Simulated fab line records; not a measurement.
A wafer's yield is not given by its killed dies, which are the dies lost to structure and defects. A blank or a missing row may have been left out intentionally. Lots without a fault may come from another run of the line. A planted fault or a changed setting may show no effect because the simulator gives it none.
Which tool did it? + flow gf180mcu + 13 lots with 39 wafers sampled at 5 steps, on a route of 602 steps

WHAT EACH GAUGE READ, for each wafer
GF_POLY_GATE_CD_MEAS_10: the cd target is 280 nm.
| lot  | measured     | on        | cd-nm (nm)        |
|------|--------------|-----------|-------------------|
| L376 | day 9 04:09  | cd-sem-02 | 279.5 281.3 279.9 |
| L377 | day 9 09:17  | cd-sem-02 | 280.0 280.3 280.5 |
| L379 | day 10 00:35 | cd-sem-02 | 279.8 279.0 279.1 |
| L380 | day 10 08:12 | cd-sem-01 | 279.2 278.4 279.7 |
| L381 | day 10 11:34 | cd-sem-01 | 280.7 280.7 280.7 |
| L383 | day 11 02:46 | cd-sem-02 | 278.3 278.4 280.1 |
| L385 | day 11 19:09 | cd-sem-02 | 279.4 280.1 279.0 |
| L389 | day 13 05:53 | cd-sem-02 | 280.2 279.8 279.6 |
| L391 | day 13 13:30 | cd-sem-02 | 280.6 279.9 281.4 |
| L394 | day 14 11:37 | cd-sem-01 | 281.1 281.0 281.2 |
| L395 | day 14 20:49 | cd-sem-01 | 281.8 281.8 280.9 |
| L397 | day 15 13:51 | cd-sem-02 | 280.8 280.7 279.2 |
| L399 | day 16 01:16 | cd-sem-02 | 280.7 281.7 279.9 |

GF_SALICIDE_THK_MEAS_05: measures by xrf.
| lot  | measured     | on            | SALICIDE_TIN_THK (nm) |
|------|--------------|---------------|-----------------------|
| L376 | day 15 01:52 | film-metro-01 | 20.10 19.83 20.12     |
| L377 | day 15 07:32 | film-metro-01 | 20.13 19.75 20.09     |
| L379 | day 16 03:11 | film-metro-04 | 19.89 19.73 19.94     |
| L380 | day 16 11:50 | film-metro-01 | 20.04 20.28 20.22     |
| L381 | day 16 17:14 | film-metro-02 | 19.81 19.48 19.59     |
| L383 | day 17 14:08 | film-metro-04 | 20.16 19.98 20.39     |
| L385 | day 18 08:25 | film-metro-02 | 20.09 20.01 19.92     |
| L389 | day 20 01:41 | film-metro-01 | 19.89 19.94 19.83     |
| L391 | day 20 11:43 | film-metro-01 | 19.87 20.04 19.63     |
| L394 | day 21 13:37 | film-metro-01 | 20.47 20.24 19.97     |
| L395 | day 21 21:43 | film-metro-01 | 20.18 20.38 20.22     |
| L397 | day 22 16:19 | film-metro-01 | 20.26 19.93 19.97     |
| L399 | day 23 03:12 | film-metro-02 | 19.76 19.83 19.82     |

WHAT TOOL EACH LOT RAN ON (gives the tool, then ch and the chambers of the sampled wafers, and finally the start)
| lot  | GF_MVSD_COAT_02                  | GF_MVSD_STRIP_10                    | GF_SALICIDE_SPUTTER_03       |
|------|----------------------------------|-------------------------------------|------------------------------|
| L376 | litho-track-04 ch 0, day 4 03:58 | plasma-asher-02 ch 0,1, day 4 10:53 | pvd-sputter-01, day 15 01:43 |
| L377 | litho-track-01 ch 0, day 4 08:56 | plasma-asher-03 ch 0,1, day 4 16:27 | pvd-sputter-01, day 15 07:23 |
| L379 | litho-track-04 ch 0, day 4 20:50 | plasma-asher-03 ch 0,1, day 5 03:57 | pvd-sputter-04, day 16 03:01 |
| L380 | litho-track-04 ch 0, day 5 02:10 | plasma-asher-04 ch 0,1, day 5 10:21 | pvd-sputter-01, day 16 11:42 |
| L381 | litho-track-03 ch 0, day 5 06:06 | plasma-asher-03 ch 0,1, day 5 13:50 | pvd-sputter-04, day 16 17:05 |
| L383 | litho-track-03 ch 0, day 5 17:17 | plasma-asher-04 ch 0,1, day 6 01:02 | pvd-sputter-04, day 17 13:59 |
| L385 | litho-track-01 ch 0, day 6 07:06 | plasma-asher-02 ch 0,1, day 6 14:56 | pvd-sputter-03, day 18 08:17 |
| L389 | litho-track-03 ch 0, day 7 09:44 | plasma-asher-02 ch 0,1, day 7 17:56 | pvd-sputter-04, day 20 01:32 |
| L391 | litho-track-03 ch 0, day 7 16:54 | plasma-asher-02 ch 0,1, day 8 01:05 | pvd-sputter-03, day 20 11:34 |
| L394 | litho-track-01 ch 0, day 8 10:39 | plasma-asher-03 ch 0,1, day 8 18:44 | pvd-sputter-03, day 21 13:28 |
| L395 | litho-track-04 ch 0, day 8 15:53 | plasma-asher-04 ch 0,1, day 9 00:26 | pvd-sputter-01, day 21 21:34 |
| L397 | litho-track-04 ch 0, day 9 03:46 | plasma-asher-03 ch 1, day 9 12:29   | pvd-sputter-01, day 22 16:10 |
| L399 | litho-track-04 ch 0, day 9 13:38 | plasma-asher-03 ch 0,1, day 9 22:47 | pvd-sputter-03, day 23 03:01 |
- GF_MVSD_COAT_02: resist thk 3000 nm.
- GF_MVSD_STRIP_10: strips in O2/N2.
- GF_SALICIDE_SPUTTER_03: material TiN, target thk 20 nm, time 16.7 s.

AS READ BY THE TOOLS THEMSELVES (means over the sampled wafers that have a number; for cases with no such wafer, the mark the record gives instead)
GF_MVSD_COAT_02.
| lot  | tool           | resist-line-temp-C (C) |
|------|----------------|------------------------|
| L376 | litho-track-04 | 22.93                  |
| L377 | litho-track-01 | 22.84                  |
| L379 | litho-track-04 | 22.92                  |
| L380 | litho-track-04 | 22.97                  |
| L381 | litho-track-03 | 23.06                  |
| L383 | litho-track-03 | 23.09                  |
| L385 | litho-track-01 | 22.97                  |
| L389 | litho-track-03 | 22.98                  |
| L391 | litho-track-03 | 22.90                  |
| L394 | litho-track-01 | 23.03                  |
| L395 | litho-track-04 | 23.12                  |
| L397 | litho-track-04 | 22.93                  |
| L399 | litho-track-04 | 22.96                  |

GF_MVSD_STRIP_10.
| lot  | tool            | drypump-motor-current-A (A) | heater-power-w (W) | oes-product-au (a.u.) | strip-time-to-endpoint-s (s) |
|------|-----------------|-----------------------------|--------------------|-----------------------|------------------------------|
| L376 | plasma-asher-02 | 5.6                         | 310                | 0.719                 | 37.03                        |
| L377 | plasma-asher-03 | 6.1                         | 327                | 0.722                 | 37.01                        |
| L379 | plasma-asher-03 | 6.3                         | 320                | 0.720                 | 36.86                        |
| L380 | plasma-asher-04 | 5.5                         | 334                | 0.722                 | 37.07                        |
| L381 | plasma-asher-03 | 6.3                         | 317                | 0.724                 | 37.08                        |
| L383 | plasma-asher-04 | 5.5                         | 310                | 0.725                 | 37.06                        |
| L385 | plasma-asher-02 | 5.7                         | 353                | 0.726                 | 36.96                        |
| L389 | plasma-asher-02 | 5.5                         | 326                | 0.717                 | 18.43                        |
| L391 | plasma-asher-02 | 5.7                         | 356                | 0.720                 | 18.33                        |
| L394 | plasma-asher-03 | 6.1                         | 332                | 0.724                 | 36.99                        |
| L395 | plasma-asher-04 | 5.5                         | 313                | 0.723                 | 36.99                        |
| L397 | plasma-asher-03 | 5.9                         | 337                | 0.720                 | 36.89                        |
| L399 | plasma-asher-03 | 6.3                         | 317                | 0.726                 | 37.03                        |

GF_SALICIDE_SPUTTER_03.
| lot  | tool           | throttle-valve-pct (%) |
|------|----------------|------------------------|
| L376 | pvd-sputter-01 | 30.8                   |
| L377 | pvd-sputter-01 | 30.0                   |
| L379 | pvd-sputter-04 | 29.7                   |
| L380 | pvd-sputter-01 | 30.0                   |
| L381 | pvd-sputter-04 | 28.7                   |
| L383 | pvd-sputter-04 | 28.8                   |
| L385 | pvd-sputter-03 | 29.2                   |
| L389 | pvd-sputter-04 | 28.8                   |
| L391 | pvd-sputter-03 | 30.4                   |
| L394 | pvd-sputter-03 | 29.7                   |
| L395 | pvd-sputter-01 | 30.7                   |
| L397 | pvd-sputter-01 | 30.0                   |
| L399 | pvd-sputter-03 | 30.3                   |

THE ANSWER, worked out from the rows above alone
Rule: the lots themselves supply what counts as usual. The widest of any qualifying gaps counts: lots, ordered by their means at a reading, are off when they make up no more than a third of the lots, leave a main group of 4 or more, and stand apart from it by 3 or more times the standard deviation of that group's means. Not used: any main group whose means are identical at the precision the tables above print for the reading. Also off: a lot with no number at a reading for which 4 or more lots have one. The other lots that the step has rows for count as sound. The gauges are gone through in route order, then the tools' own readings, and for those a lot's mean is taken as printed above. The first step at which some lot is off is used, and at that step the reading that is off furthest; a lot without a number counts as furthest.
Off: L389, L391, at GF_MVSD_STRIP_10 (strip-time-to-endpoint-s). The main group: mean 37.00 s, standard deviation 0.068.
A tool fits if, at that step or a process step before it, it ran every lot that is off, and no sound lot after the first of them. Can't be told from this: 2 tools fit, litho-track-03 at GF_MVSD_COAT_02, plasma-asher-02 at GF_MVSD_STRIP_10.

WHAT THE SIMULATOR HAD INSERTED
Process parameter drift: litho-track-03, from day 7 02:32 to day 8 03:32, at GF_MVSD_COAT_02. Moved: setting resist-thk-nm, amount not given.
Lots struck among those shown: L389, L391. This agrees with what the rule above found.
